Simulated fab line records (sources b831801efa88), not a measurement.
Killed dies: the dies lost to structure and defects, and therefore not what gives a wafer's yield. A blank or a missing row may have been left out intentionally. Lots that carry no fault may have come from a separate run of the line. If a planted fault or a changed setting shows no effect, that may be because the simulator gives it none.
Split-lot study + flow sky130 + 5 lots, 23 wafers read, on a route of 708 steps

== ON THE SPLIT ==
At SKY_VIA4_HDPCVD_00 (deposits SiO2, target thk 1750 nm, time 291.7 s), the setting time-s was moved away from the recipe's 291.7 s on 8 of the 23 wafers read, by -13.8% to +14.3%. All remaining wafers had this setting at the recipe value.

No step appears in the file between the split and the reading.

== THE READING ==
At SKY_VIA4_THK_MEAS_01: VIA4_HDPCVD_THK, given in nm. Fault-free wafers of this fab line usually give 1747 nm, standard deviation 18 nm.

| wafer  | tool, chamber at the split | time-s as run, s | against the recipe | VIA4_HDPCVD_THK, nm | against lot-mates on the recipe |
|--------|----------------------------|------------------|--------------------|---------------------|---------------------------------|
| L074.1 | hdpcvd-01, 0               | 291.7            | recipe             | 1720                | -                               |
| L074.3 | hdpcvd-01, 1               | 291.7            | recipe             | 1754                | -                               |
| L074.4 | hdpcvd-01, 2,0             | 333.4            | +14.3%             | 1971                | +234                            |
| L074.5 | hdpcvd-01, 1               | 333.4            | +14.3%             | 1993                | +256                            |
| L074.6 | hdpcvd-01, 2,0             | 333.4            | +14.3%             | 1991                | +254                            |
| L075.1 | hdpcvd-02, 1               | 291.7            | recipe             | 1755                | -                               |
| L075.3 | hdpcvd-02, 0               | 291.7            | recipe             | 1728                | -                               |
| L075.4 | hdpcvd-02, 0               | 291.7            | recipe             | 1744                | -                               |
| L079.1 | hdpcvd-01, 0               | 291.7            | recipe             | 1741                | -                               |
| L079.2 | hdpcvd-01, 1               | 291.7            | recipe             | 1770                | -                               |
| L079.4 | hdpcvd-01, 2,0             | 251.3            | -13.8%             | 1522                | -230                            |
| L079.5 | hdpcvd-01, 2,0             | 251.3            | -13.8%             | 1497                | -255                            |
| L079.6 | hdpcvd-01, 1               | 291.7            | recipe             | 1745                | -                               |
| L082.2 | hdpcvd-01, 0               | 291.7            | recipe             | 1750                | -                               |
| L082.3 | hdpcvd-01, 2,2,1           | 291.7            | recipe             | 1780                | -                               |
| L082.4 | hdpcvd-01, 0               | 291.7            | recipe             | 1748                | -                               |
| L082.5 | hdpcvd-01, 2,2,1           | 291.7            | recipe             | 1768                | -                               |
| L082.6 | hdpcvd-01, 2,2,1           | 291.7            | recipe             | 1749                | -                               |
| L084.1 | hdpcvd-01, 2               | 291.7            | recipe             | 1769                | -                               |
| L084.2 | hdpcvd-01, 1               | 304.3            | +4.3%              | 1807                | +49                             |
| L084.3 | hdpcvd-01, 1               | 304.3            | +4.3%              | 1815                | +57                             |
| L084.5 | hdpcvd-01, 2               | 304.3            | +4.3%              | 1864                | +106                            |
| L084.6 | hdpcvd-01, 1               | 291.7            | recipe             | 1747                | -                               |
Rows listing several chambers each stand for several wafers; the file does not say which wafer went through which chamber.

FIT RESULTS
A straight line over all 23 wafers: VIA4_HDPCVD_THK changes by +16.9 nm for each +1% of time-s; r = +0.99; the points scatter about the line by 17 nm.
The same after taking each lot's own level away (the mean of its wafers on the recipe; 23 wafers): +17.4 nm for each +1%; r = +0.99; scatter 16 nm.
On that fit, the largest move of time-s shifts the reading by 2.5e+02 nm.
From 1737.0 to 1759.0 nm: that is the span of the lots' own levels, equal to 1.2 times the standard deviation above.
The two slopes agree, so the slope changes little with the lot-to-lot level.
Check: for one of the wafers moved furthest among these (+14.3%), held out of the fit, the line's prediction against its lot-mates is +251 nm. Against them it came out at +234 nm.

== THE WHOLE CHAIN: every reading that the file lists as answering this split, in the file's order ==
| step                 | what it does                                    | reading                                                                        | change (the file's fit)              | r (the file's) |
|----------------------|-------------------------------------------------|--------------------------------------------------------------------------------|--------------------------------------|----------------|
| SKY_VIA4_HDPCVD_00   | deposits SiO2, target thk 1750 nm, time 291.7 s | SiO2_of_VIA4_HDPCVD_00.thk-nm (the simulator's own value, which no gauge read) | +17.5 nm for each +1% of the setting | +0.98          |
| SKY_VIA4_THK_MEAS_01 |                                                 | VIA4_HDPCVD_THK                                                                | +17.4 for each +1% of the setting    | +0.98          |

== THE FILE'S OWN FIT ==
VIA4_HDPCVD_THK changes by +17.4 nm for each +1% of time-s, r = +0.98.
